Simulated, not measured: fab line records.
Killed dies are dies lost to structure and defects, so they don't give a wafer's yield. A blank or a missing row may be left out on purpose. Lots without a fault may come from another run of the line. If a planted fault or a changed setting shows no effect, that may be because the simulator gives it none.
Comparing a struck lot with a sound one | flow sky130 | 21 out of 708 route steps
Sound: these wafers, L916.2, L916.3, L916.5. Struck: wafer L929.2. (L929.5 of the same lot was not struck and is left out.) The cause comes at the end.
Each step with rows lists, per side, the tool, then ch with its chambers, then its first start. Under that, the readings that differ: sound wafers | struck wafers | difference of the means | sigmas: that difference in standard deviations of wafers without a fault.
alike: same words and numbers on both sides, and readings whose means sit less than 2 such deviations apart. not compared: any withheld reading, any reading some wafer has no value for, any bound like >300 that may hide the same value, and any number with overlapping values for which the record gives no deviation.
The two part at a step that has a row with sigmas, a row that says differs or no value, or rows on one side only. Non-overlapping numbers with no deviation appear without sigmas and do not part them. A reading that every wafer of one side lacks parts them only if that side has two wafers or more.

first, 4 steps without rows for these wafers: SKY_METAL3_STRIP_20 (strips in post etch residue remover, time 1200 s); SKY_METAL3_CLEAN_21 (cleans in IPA, time 180 s); SKY_METAL3_CLEAN_22 (cleans in O3/DIW); SKY_VIA3_HDPCVD_00 (deposits SiO2, target thk 1635 nm, time 272.5 s).
SKY_VIA3_THK_MEAS_01:
  struck on filmMetro-03, day 42 19:22; sound on filmMetro-04, day 38 13:11
  alike: VIA3_HDPCVD_THK
SKY_VIA3_CMP_02: polishes SiO2.
  sound on cmp-02 ch 1,2, day 38 13:14; struck on cmp-01 ch 0, day 42 22:58
  alike: motorCurrentA
SKY_VIA3_BOW_MEAS_03:
  struck on filmMetro-03, day 42 23:08; sound on filmMetro-02, day 38 13:33
  alike: VIA3_BOW
then, 5 steps without rows for these wafers: SKY_VIA3_DEHYDRATE_04 (time 60 s); SKY_VIA3_HMDS_05 (prime time 60 s); SKY_VIA3_COAT_06 (resist thk 60 nm); SKY_VIA3_COAT_07 (resist thk 450 nm); SKY_VIA3_SOFTBAKE_08 (time 90 s).
SKY_VIA3_EXPOSE_09: exposes mask VIM3, target cd 200 nm.
  sound on krfScanner-01 ch 0, day 39 02:17; struck on krfScanner-01 ch 0, day 43 09:47
  alike: mask, stageVelMmS
then, 2 steps without rows for these wafers: SKY_VIA3_PEB_10; SKY_VIA3_DEVELOP_11 (develop time 60 s).
SKY_VIA3_CD_MEAS_12 targets a cd of 200 nm.
  struck on cdSem-01, day 43 21:44; sound on cdSem-02, day 39 13:08
reading   | sound             | struck | difference | sigmas
cdNm (nm) | 201.8 200.2 201.5 | 169.0  | -32.2      | -19
SKY_VIA3_OVL_MEAS_13:
  struck on overlay-02, day 43 21:50; sound on overlay-02, day 39 13:14
  alike: VIA3_OVL
SKY_VIA3_ETCH_14: etches BARC in N2/H2, stops on SiO2, time 45.9 s, target depth 60 nm.
  sound on rieDiel-02 ch 0,1,3, day 39 13:16; struck on rieDiel-02 ch 1, day 43 21:52
reading              | sound                | struck | difference | sigmas
throttleValvePct (%) | 13.231 13.220 13.222 | 13.205 | -0.019     | -2
model.VIA3.cdNm (nm) | 201.4 200.5 201.9    | 169.4  | -31.9      | 
  alike: drypumpMotorCurrentA, oesProductAu
  not compared: rfHoursCounterH
SKY_VIA3_ETCH_15: etches SiO2 in C4F8/O2/Ar, stops on TiN, target depth 507 nm, time 78 s.
  sound on rieDiel-02 ch 0,1,3, day 39 13:19; struck on rieDiel-02 ch 1, day 43 21:55
reading              | sound             | struck | difference | sigmas
model.VIA3.cdNm (nm) | 197.2 199.5 199.8 | 166.2  | -32.6      | 
  alike: oesProductAu
SKY_VIA3_STRIP_16: strips in O2/N2.
  sound on plasmaAsher-02 ch 0,1, day 39 13:22; struck on plasmaAsher-04 ch 0, day 43 21:58
  alike: drypumpMotorCurrentA, oesProductAu, stripTimeToEndpointS
  not compared: rfHoursCounterH
-- the record jumps here: 5 days lie between the struck wafers' starts before and after (it left off in module VIA3 and takes up again in module PAD_OPEN, whose first step shown is number 708 of the route) --
SKY_PAD_OPEN_PROBE_99:
  struck on prober-01, day 49 08:12; sound on prober-02, day 45 19:52
reading                               | sound             | struck | difference | sigmas
defectLimitedYield (%)                | 77.8 80.1 84.6    | 65.4   | -15.4      | -9
killed_at_M0_to_M3                    | 60 47 44          | 124    | +74        | +11
killedDies                            | 109 98 76         | 170    | +76        | +9
killedOnRim                           | 13 21 11          | 62     | +47        | +12
sort_bin_5_function (%)               | 12.6 11.4 9.3     | 26.6   | +15.5      | +11
sortNPass                             | 383 394 416       | 322    | -76        | -9
sortYieldPct (%)                      | 77.8 80.1 84.6    | 65.4   | -15.4      | -9
model.etest.tester.sortNPass          | 383 394 416       | 322    | -76        | 
model.etest.tester.sortYieldPct (%)   | 77.85 80.08 84.55 | 65.45  | -15.38     | 
model.etest.tester.sort_bin_5_pct (%) | 12.6 11.38 9.35   | 26.63  | +15.52     | 
model.etest.via3Chain.rcOhm           | 9.527 9.528 9.3   | 13.25  | +3.80      | 
  alike: killed_at_M4_up, killedAtContacts, killedAtFrontEnd, killedAtOther, killedOpen, killedShort, sort_bin_3_pad_short, sort_bin_6_memory

WHERE THEY PART
Last at SKY_PAD_OPEN_PROBE_99 as far as this record goes, first at SKY_VIA3_CD_MEAS_12.

WHY: the cause the simulator had injected
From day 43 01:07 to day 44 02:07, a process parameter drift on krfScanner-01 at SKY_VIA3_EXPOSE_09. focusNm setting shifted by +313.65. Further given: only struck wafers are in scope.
